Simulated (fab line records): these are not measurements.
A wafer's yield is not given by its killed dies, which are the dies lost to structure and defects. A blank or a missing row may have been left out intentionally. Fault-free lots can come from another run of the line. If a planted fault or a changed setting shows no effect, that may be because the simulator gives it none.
Matching of chambers -- flow gf180mcu -- 4 sister chambers for GF_HV_LDD_ETCHBACK_58 on rieDiel-02
The step etches Si3N4 in CH3F/O2, stops on SiO2, time 100 s, target depth 90 nm. 16 wafers are shown with their chamber, then 8 later ones without.

## WAFERS, EACH WITH ITS CHAMBER
wafer,chamber,drypumpMotorCurrentA (A),throttleValvePct (%),oesProductAu (a.u.)
L807.1,1,6.1,10.563,0.838
L807.4,0,5.6,10.566,0.840
L807.5,1,6.2,10.583,0.839
L809.1,2,6.1,10.581,0.846
L809.4,2,6.0,10.545,0.839
L809.6,1,6.1,10.574,0.838
L810.1,1,6.1,10.558,0.846
L810.2,0,5.5,10.566,0.833
L810.4,2,6.0,10.559,0.833
L820.2,0,5.5,10.560,0.843
L820.4,3,5.9,10.557,0.841
L820.5,1,6.2,10.563,0.838
L821.1,0,5.5,10.573,0.836
L821.5,0,5.5,10.573,0.843
L821.6,3,5.9,10.566,0.840
L822.1,3,6.0,10.556,0.830

SIGNATURES (means of the wafers above)
reading,chamber 0,chamber 1,chamber 2,chamber 3,scatter within a chamber
drypumpMotorCurrentA,5.520,6.140,6.033,5.933,0.0527
throttleValvePct,10.56760,10.56820,10.56167,10.55967,0.0102
oesProductAu,0.83900,0.83980,0.83933,0.83700,0.00488
Rule: a wafer's distance from a chamber is the root of the sum, over the readings, of the square of ((its reading less the chamber's mean) divided by the reading's scatter). If the next closest chamber is less than 2 further off than the closest, the wafer can't be placed; otherwise it belongs to the closest. The scatter: the root of (the sum of the squares of (reading less its chamber's mean) over the shown wafers, divided by (wafers less chambers)).

## WAFERS WITH NO CHAMBER GIVEN
wafer,drypumpMotorCurrentA (A),throttleValvePct (%),oesProductAu (a.u.)
L822.2,6.0,10.553,0.837
L822.5,5.6,10.566,0.821
L824.1,6.0,10.577,0.828
L824.4,6.1,10.570,0.836
L824.5,5.9,10.559,0.833
L825.3,5.9,10.559,0.833
L825.5,6.2,10.576,0.846
L825.6,6.0,10.569,0.829

## CHAMBER TAKEN BY EACH
wafer,from the rows above,in truth
L822.2,can't be placed: 2 or 3 or 1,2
L822.5,0,0
L824.1,can't be placed: 3 or 2 or 1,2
L824.4,can't be placed: 1 or 2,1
L824.5,can't be placed: 3 or 2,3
L825.3,can't be placed: 3 or 2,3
L825.5,can't be placed: 1 or 2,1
L825.6,can't be placed: 3 or 2 or 1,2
Correctly placed: 1 of 8. Can't be placed from these rows: 7 (the true chamber is among the candidates in 7). Number placed wrongly: 0.
